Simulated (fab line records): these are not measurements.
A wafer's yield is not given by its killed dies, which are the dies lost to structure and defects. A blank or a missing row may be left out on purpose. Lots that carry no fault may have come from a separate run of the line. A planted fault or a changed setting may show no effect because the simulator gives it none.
Comparing a struck lot with a sound one + flow sky130 + 38 steps out of a route of 708
Sound: wafers L768.1, L768.3, L768.6. Struck: wafer L759.5 (L759.2, L759.4, from the same lot, were not struck and are left out); the cause is given at the end.
For every step that has rows: the tool of each side, followed by ch and its chambers, followed by its first start. Under that, the readings that differ: sound wafers + struck wafers + difference of the means + sigmas: that difference in standard deviations of wafers without a fault.
alike: same words and numbers on both sides, and readings whose means sit less than 2 such deviations apart. not compared: any withheld reading, any reading some wafer has no value for, any bound like >300 that may hide the same value, and any number with overlapping values for which the record gives no deviation.
Wherever a step has rows on one side only, a row that says differs or no value, or a row with sigmas, the two part there. Numbers that don't overlap but have no deviation are shown without sigmas and don't part them. Lack of a reading on every wafer of one side parts them only where that side has two or more wafers.

first, 9 steps without rows for these wafers: SKY_VIA3_SPUTTER_20 (material TiN, target thk 20 nm, time 80 s); SKY_VIA3_CVD_21 (deposits W, target thk 390 nm, time 117.31 s); SKY_VIA3_CMP_24 (polishes, stops on SiO2, t overpolish 20 s, target thk 0 nm); SKY_METAL4_SPUTTER_00 (material Ti, target thk 15 nm, time 10 s); SKY_METAL4_SPUTTER_01 (material TiN, target thk 20 nm, time 16.7 s); SKY_METAL4_SPUTTER_02 (material AlCu, target thk 735 nm, time 39.1 s); SKY_METAL4_SPUTTER_03 (material Ti, target thk 5 nm, time 3.3 s); SKY_METAL4_SPUTTER_04 (material TiN, target thk 70 nm, time 57.26 s); SKY_CAP2M_CVD_00 (deposits SiO2, target thk 15.5 nm).
SKY_CAP2M_SPUTTER_02: material TiN, target thk 200 nm, time 166.7 s.
  sound on pvd_sputter-03, day 46 09:30; struck on pvd_sputter-01, day 44 13:25
| reading                                   | sound             | struck | difference | sigmas |
|-------------------------------------------|-------------------|--------|------------|--------|
| model.TiN_of_CAP2M_SPUTTER_02.thk_nm (nm) | 197.5 202.6 199.9 | 222.3  | +22.3      |        |
  alike: throttle_valve_pct
SKY_CAP2M_RS_MEAS_03: the measuring method here is four-point-probe.
  sound on film_metro-01, day 46 09:36; struck on film_metro-03, day 44 13:32
| reading               | sound          | struck | difference | sigmas |
|-----------------------|----------------|--------|------------|--------|
| CAP2M_TIN_RS (ohm/sq) | 7.01 6.83 6.92 | 6.21   | -0.71      | -7     |
SKY_CAP2M_THK_MEAS_04: measures by xrf.
  sound on film_metro-01, day 46 09:43; struck on film_metro-03, day 44 13:39
| reading            | sound       | struck | difference | sigmas |
|--------------------|-------------|--------|------------|--------|
| CAP2M_TIN_THK (nm) | 192 197 194 | 218    | +24        | +8     |
then, 7 steps without rows for these wafers: SKY_CAP2M_DEHYDRATE_05 (time 60 s); SKY_CAP2M_HMDS_06 (prime time 60 s); SKY_CAP2M_COAT_07 (resist thk 1140 nm); SKY_CAP2M_SOFTBAKE_08 (time 60 s); SKY_CAP2M_EXPOSE_09 (exposes mask CAP2M, target cd 1000 nm); SKY_CAP2M_PEB_10; SKY_CAP2M_DEVELOP_11 (develop time 58.01 s).
SKY_CAP2M_METAL_ETCH_13: etches TiN in Cl2/BCl3, stops on SiO2, target depth 220 nm, time 62.9 s.
  sound on rie_metal-02 ch 0,1, day 47 05:43; struck on rie_metal-03 ch 0, day 45 11:47
| reading                     | sound                | struck | difference | sigmas |
|-----------------------------|----------------------|--------|------------|--------|
| drypump_motor_current_A (A) | 5.1 5.2 5.2          | 6.4    | +1.2       | +3     |
| oes_product_au (a.u.)       | 0.932 0.952 0.937    | 0.997  | +0.057     | +6     |
| throttle_valve_pct (%)      | 21.907 21.908 21.900 | 21.853 | -0.052     | -5     |
  alike: he_backside_leak_sccm, rf_fwd_power_W
  not compared: rf_hours_counter_h
then, 16 steps without rows for these wafers: SKY_CAP2M_STRIP_14 (strips in O2/N2); SKY_CAP2M_STRIP_15 (strips in post etch residue remover, time 1200 s); SKY_CAP2M_CLEAN_16 (cleans in IPA, time 180 s); SKY_CAP2M_CLEAN_17 (cleans in O3/DIW); SKY_METAL4_DEHYDRATE_05 (time 60 s); SKY_METAL4_HMDS_06 (prime time 60 s); SKY_METAL4_COAT_07 (resist thk 60 nm); SKY_METAL4_COAT_08 (resist thk 1140 nm); SKY_METAL4_SOFTBAKE_09 (time 90 s); SKY_METAL4_EXPOSE_10 (exposes mask MM4, target cd 300 nm); SKY_METAL4_PEB_11; SKY_METAL4_DEVELOP_12 (develop time 60 s); SKY_METAL4_DESCUM_15 (chemistry O2, time 8 s); SKY_METAL4_ETCH_16 (etches BARC in N2/H2, stops on SiO2, time 88.2 s, target depth 60 nm); SKY_METAL4_ETCH_17 (etches SiO2 in C4F8/O2/Ar, stops on TiN, time 3.9 s, target depth 15 nm); SKY_METAL4_METAL_ETCH_18 (etches the open film in Cl2/BCl3, stops on SiO2, target depth 845 nm, time 178.2 s).
SKY_METAL4_STRIP_20: strips in post etch residue remover, time 1200 s.
  sound on wet_bench-01 ch 1, day 48 03:01; struck on wet_bench-02 ch 1, day 46 09:34
| reading                                   | sound             | struck | difference | sigmas |
|-------------------------------------------|-------------------|--------|------------|--------|
| model.TiN_of_CAP2M_SPUTTER_02.thk_nm (nm) | 196.7 201.7 199.1 | 221.5  | +22.3      |        |
-- the record jumps here: 3 days lie between the struck wafers' starts before and after (it left off in module METAL4 and takes up again in module PAD_OPEN, whose first step shown is number 708 of the route) --
SKY_PAD_OPEN_PROBE_99:
  sound on prober-02, day 51 04:39; struck on prober-02, day 49 20:41
| reading                               | sound                | struck    | difference | sigmas |
|---------------------------------------|----------------------|-----------|------------|--------|
| model.etest.cap_mim2.leak_log10_a_cm2 | -8.958 -8.741 -9.052 | -7.187    | +1.730     |        |
| model.etest.cap_mim2.plate_ohm_sq     | 6.085 5.97 5.995     | 5.451     | -0.566     |        |
| model.etest.tester.sort_bin_8_pct (%) | 0 0 0                | 4.782e-08 | +4.782e-08 |        |
  alike: defect_limited_yield, killed_at_M0_to_M3, killed_at_M4_up, killed_at_contacts, killed_at_front_end, killed_at_other, killed_dies, killed_open, killed_short

== WHERE THEY PART ==
First at SKY_CAP2M_RS_MEAS_03; last, within this record, at SKY_CAP2M_METAL_ETCH_13. Later steps at which nothing parts them and some readings are alike: SKY_PAD_OPEN_PROBE_99.

WHY: whatever the simulator had introduced
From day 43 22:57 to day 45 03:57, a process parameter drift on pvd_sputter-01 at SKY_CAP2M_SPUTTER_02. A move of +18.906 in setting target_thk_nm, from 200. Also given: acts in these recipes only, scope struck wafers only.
